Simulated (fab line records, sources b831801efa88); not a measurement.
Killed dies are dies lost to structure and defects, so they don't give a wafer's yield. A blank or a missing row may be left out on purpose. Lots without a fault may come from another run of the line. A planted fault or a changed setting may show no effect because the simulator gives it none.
fab line records | flow sky130
record lots=7 wafers=21 last_day=50
route steps=708 shown METAL1@435
lots that met no fault: from a run of the same line without faults
start_h: hours from the record's first day to the start of the lot's first wafer shown | wait_h: hours since the lot's step before | " the same as in the row above | L1.1+2: a row that stands for several wafers | - no value, or no start given | * or withheld: withheld | < > ~ a bound
route shown NAME@n: a module of which the file shows steps, and the number in the route of the first | usual: mean/standard deviation of fault-free wafers | same: alike in all rows | chamber/n: place in a boat | sites: the reading at each site | _std_site: their standard deviation | _edge_site: outer sites' mean less inner sites' | radius_mm: how far each site lies from the wafer's centre | mask NAME#n: copy n | behind: the tool/chamber that last shaped the wafer | hold: why the lot was held/for how many hours/how that ended | device: the transistor (n, p or np) that didn't switch | end of line: the same wafers' tests at the end of the route | a step without rows: its recipe alone | killed: dies lost to structure and defects at the first sort, not the wafer's yield | map: a wafer's dies, x killed, . not, _ none there
set.NAME: the setting as run; set.NAME@STEP: as run at that earlier step | model.NAME: the simulator's own value behind a step, which no gauge read
lots at some steps of the route; a table a step, a row a wafer
services: from which hour (start_h, from the record's first day; less than 0 if before it) a tool's chamber was out of use, for how many hours, and why
## steps
# step SKY_METAL1_SPUTTER_01
# recipe material=TiN target_thk_nm=20 power_w=6500 time_s=16.7 chamber_pressure_pa=0.4
# usual throttle_valve_pct=30.1/0.92
# columns lot.wafer tool chamber start_h wait_h throttle_valve_pct
L579.2 pvd_sputter-04 - 793.32 0.0 31.1
L579.3 " - " " 31.0
L579.6 " - " " 31.2
L580.1 pvd_sputter-04 - 800.65 0.0 29.6
L580.2 " - " " 31.0
L580.4 " - " " 30.7
L586.3 pvd_sputter-02 - 846.83 0.0 29.0
L586.5 " - " " 28.7
L586.6 " - " " 29.3
L587.1 pvd_sputter-04 - 848.36 0.0 31.0
L587.4 " - " " 31.3
L587.5 " - " " 29.7
L588.1 pvd_sputter-04 - 854.91 0.0 31.1
L588.2 " - " " 31.1
L588.6 " - " " 31.2
L595.2 pvd_sputter-04 - 904.02 0.0 30.9
L595.4 " - " " 29.9
L595.5 " - " " 29.7
L596.3 pvd_sputter-02 - 908.09 0.0 28.7
L596.5 " - " " 28.9
L596.6 " - " " 28.8
# step SKY_METAL1_SPUTTER_02
# recipe material=AlCu target_thk_nm=250 power_w=10600 time_s=13.3 chamber_pressure_pa=0.4
# usual throttle_valve_pct=30.1/0.92
# columns lot.wafer tool chamber start_h wait_h throttle_valve_pct
L579.2 pvd_sputter-04 - 793.34 0.0 31.1
L579.3 " - " " 31.1
L579.6 " - " " 30.8
L580.1 pvd_sputter-04 - 800.67 0.0 29.8
L580.2 " - " " 31.0
L580.4 " - " " 31.0
L586.3 pvd_sputter-02 - 846.86 0.0 29.3
L586.5 " - " " 29.0
L586.6 " - " " 29.0
L587.1 pvd_sputter-04 - 848.38 0.0 31.0
L587.4 " - " " 31.1
L587.5 " - " " 29.7
L588.1 pvd_sputter-04 - 854.94 0.0 31.1
L588.2 " - " " 31.0
L588.6 " - " " 31.1
L595.2 pvd_sputter-04 - 904.04 0.0 31.3
L595.4 " - " " 29.6
L595.5 " - " " 29.9
L596.3 pvd_sputter-02 - 908.11 0.0 29.0
L596.5 " - " " 28.7
L596.6 " - " " 29.2
# step SKY_METAL1_SPUTTER_03
# recipe material=Ti target_thk_nm=5 power_w=3000 time_s=3.3 chamber_pressure_pa=0.4
# usual throttle_valve_pct=30.1/0.91
# columns lot.wafer tool chamber start_h wait_h throttle_valve_pct
L579.2 pvd_sputter-04 - 793.37 0.0 31.0
L579.3 " - " " 30.9
L579.6 " - " " 31.1
L580.1 pvd_sputter-04 - 800.70 0.0 29.7
L580.2 " - " " 31.1
L580.4 " - " " 30.9
L586.3 pvd_sputter-02 - 846.88 0.0 29.3
L586.5 " - " " 28.6
L586.6 " - " " 29.1
L587.1 pvd_sputter-04 - 848.41 0.0 31.2
L587.4 " - " " 31.0
L587.5 " - " " 29.7
L588.1 pvd_sputter-04 - 854.96 0.0 30.9
L588.2 " - " " 31.3
L588.6 " - " " 31.0
L595.2 pvd_sputter-04 - 904.07 0.0 30.8
L595.4 " - " " 29.9
L595.5 " - " " 29.8
L596.3 pvd_sputter-02 - 908.14 0.0 28.9
L596.5 " - " " 28.7
L596.6 " - " " 29.1
# step SKY_METAL1_SPUTTER_04
# recipe material=TiN target_thk_nm=70 power_w=6500 time_s=58.3 chamber_pressure_pa=0.4
# usual throttle_valve_pct=30.1/0.91
# columns lot.wafer tool chamber start_h wait_h throttle_valve_pct
L579.2 pvd_sputter-04 - 793.39 0.0 30.9
L579.3 " - " " 31.3
L579.6 " - " " 31.3
L580.1 pvd_sputter-04 - 800.71 0.0 29.6
L580.2 " - " " 31.1
L580.4 " - " " 31.0
L586.3 pvd_sputter-02 - 846.90 0.0 29.2
L586.5 " - " " 29.1
L586.6 " - " " 29.1
L587.1 pvd_sputter-04 - 848.42 0.0 31.1
L587.4 " - " " 31.0
L587.5 " - " " 29.9
L588.1 pvd_sputter-04 - 854.98 0.0 31.0
L588.2 " - " " 31.1
L588.6 " - " " 30.7
L595.2 pvd_sputter-04 - 904.09 0.0 30.9
L595.4 " - " " 29.7
L595.5 " - " " 29.8
L596.3 pvd_sputter-02 - 908.15 0.0 28.9
L596.5 " - " " 28.9
L596.6 " - " " 29.1
# step SKY_METAL1_RS_MEAS_05
# recipe thk_meas_gauge=four-point-probe reads=TiN_of_METAL1_SPUTTER_04+Ti_of_METAL1_SPUTTER_03+AlCu_of_METAL1_SPUTTER_02+TiN_of_METAL1_SPUTTER_01+Ti_of_METAL1_SPUTTER_00
# usual METAL1_ALCU_RS=0.1265/0.0019
# columns lot.wafer tool chamber start_h wait_h METAL1_ALCU_RS[ohm/sq]
L579.2 film_metro-03 - 793.46 0.0 0.1250
L579.3 " - " " 0.1257
L579.6 " - " " 0.1247
L580.1 film_metro-02 - 800.76 0.0 0.1266
L580.2 " - " " 0.1253
L580.4 " - " " 0.1244
L586.3 film_metro-03 - 846.99 0.1 0.1286
L586.5 " - " " 0.1286
L586.6 " - " " 0.1293
L587.1 film_metro-02 - 848.47 0.0 0.1251
L587.4 " - " " 0.1250
L587.5 " - " " 0.1272
L588.1 film_metro-02 - 855.03 0.0 0.1254
L588.2 " - " " 0.1260
L588.6 " - " " 0.1255
L595.2 film_metro-03 - 904.15 0.0 0.1258
L595.4 " - " " 0.1269
L595.5 " - " " 0.1272
L596.3 film_metro-02 - 908.24 0.1 0.1269
L596.5 " - " " 0.1280
L596.6 " - " " 0.1275
# step SKY_METAL1_THK_MEAS_06
# recipe thk_meas_gauge=xrf reads=AlCu_of_METAL1_SPUTTER_02
# usual METAL1_ALCU_THK=247/4.4
# columns lot.wafer tool chamber start_h wait_h METAL1_ALCU_THK[nm]
L579.2 film_metro-03 - 793.57 0.1 253
L579.3 " - " " 252
L579.6 " - " " 253
L580.1 film_metro-02 - 800.88 0.1 247
L580.2 " - " " 246
L580.4 " - " " 248
L586.3 film_metro-03 - 847.09 0.1 243
L586.5 " - " " 244
L586.6 " - " " 243
L587.1 film_metro-02 - 848.59 0.1 248
L587.4 " - " " 247
L587.5 " - " " 243
L588.1 film_metro-02 - 855.15 0.1 249
L588.2 " - " " 248
L588.6 " - " " 247
L595.2 film_metro-03 - 904.26 0.1 250
L595.4 " - " " 247
L595.5 " - " " 247
L596.3 film_metro-02 - 908.34 0.1 246
L596.5 " - " " 243
L596.6 " - " " 246
# step SKY_METAL1_DEHYDRATE_07
# recipe temp_c=200 time_s=60
# step SKY_METAL1_HMDS_08
# recipe prime_time_s=60 prime_temp_c=120
# step SKY_METAL1_COAT_09
# recipe resist=BARC temp_c=withheld time_s=withheld spin_rpm=3000 resist_thk_nm=60
# step SKY_METAL1_COAT_10
# recipe resist=KrF-thick spin_rpm=3000 resist_thk_nm=450
# step SKY_METAL1_SOFTBAKE_11
# recipe temp_c=100 time_s=90 resist=KrF-thick
# step SKY_METAL1_EXPOSE_12
# recipe mask_id=MM1 na=0.8 source_shape=annular sigma_inner=0.55 sigma_outer=0.85 target_cd_nm=140 dose_mj=28
# step SKY_METAL1_PEB_13
# recipe peb_temp_c=withheld peb_time_s=withheld resist=KrF-thick
# usual chill_plate_temp_C=* exhaust_pa=44.8/0.89
# columns lot.wafer tool chamber start_h wait_h chill_plate_temp_C exhaust_pa
L579.2 litho_track-01 0 820 - * 43.3
L579.3 " 0 " " * 44.5
L579.6 " 0 " " * 43.0
L580.1 litho_track-01 0 828 - * 45.4
L580.2 " 0 " " * 45.8
L580.4 " 0 " " * 46.1
L586.3 litho_track-04 - 872 - - -
L586.5 " - " " - -
L586.6 " - " " - -
L587.1 litho_track-02 - 873 - - -
L587.4 " - 874 - - -
L587.5 " - " " - -
L588.1 litho_track-01 - 880 - - -
L588.2 " - " " - -
L588.6 " - " " - -
L595.2 litho_track-01 0 929 - * 44.7
L595.4 " 0 " " * 44.8
L595.5 " 0 " " * 47.1
L596.3 litho_track-04 0 933 - * 45.0
L596.5 " 0 " " * 44.0
L596.6 " 0 " " * 41.7
# step SKY_METAL1_DEVELOP_14
# recipe develop_time_s=60 resist=KrF-thick dev_temp_c=21
## services
# columns tool chamber start_h hours kind
litho_track-01 - 780.07 - consumable_replace:filter
pvd_sputter-04 - 799.44 1.1 repair
pvd_sputter-02 - 808.58 2.4 repair
pvd_sputter-04 - 820.51 9.1 repair
pvd_sputter-02 - 847.72 1.0 repair
pvd_sputter-04 - 862.87 2.7 repair
## key
first_sign step=SKY_METAL1_PEB_13 reading=tool_record direction=missing
effect none on later readings
met_at SKY_METAL1_PEB_13
struck_wafers L586.3,L586.5,L586.6,L587.1,L587.4,L587.5,L588.1,L588.2,L588.6
later_rows_left_out L586.3,L586.5,L586.6,L587.1,L587.4,L587.5,L588.1,L588.2,L588.6
sort_left_out L586.3,L586.5,L586.6,L587.1,L587.4,L587.5,L588.1,L588.2,L588.6
onset_between 828 872
fault kind=skipped_step_whole tool=litho_track-01,litho_track-02,litho_track-04 chamber=- onset_h=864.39 steps=SKY_METAL1_PEB_13 scope=struck_lots_only
# sort_left_out: the simulated sort isn't trusted on such a fault, so these wafers' sort isn't shown, and their yield isn't known
# later_rows_left_out: the simulator's readings of these wafers behind a module that went badly wrong aren't trusted and aren't shown, but for the sort
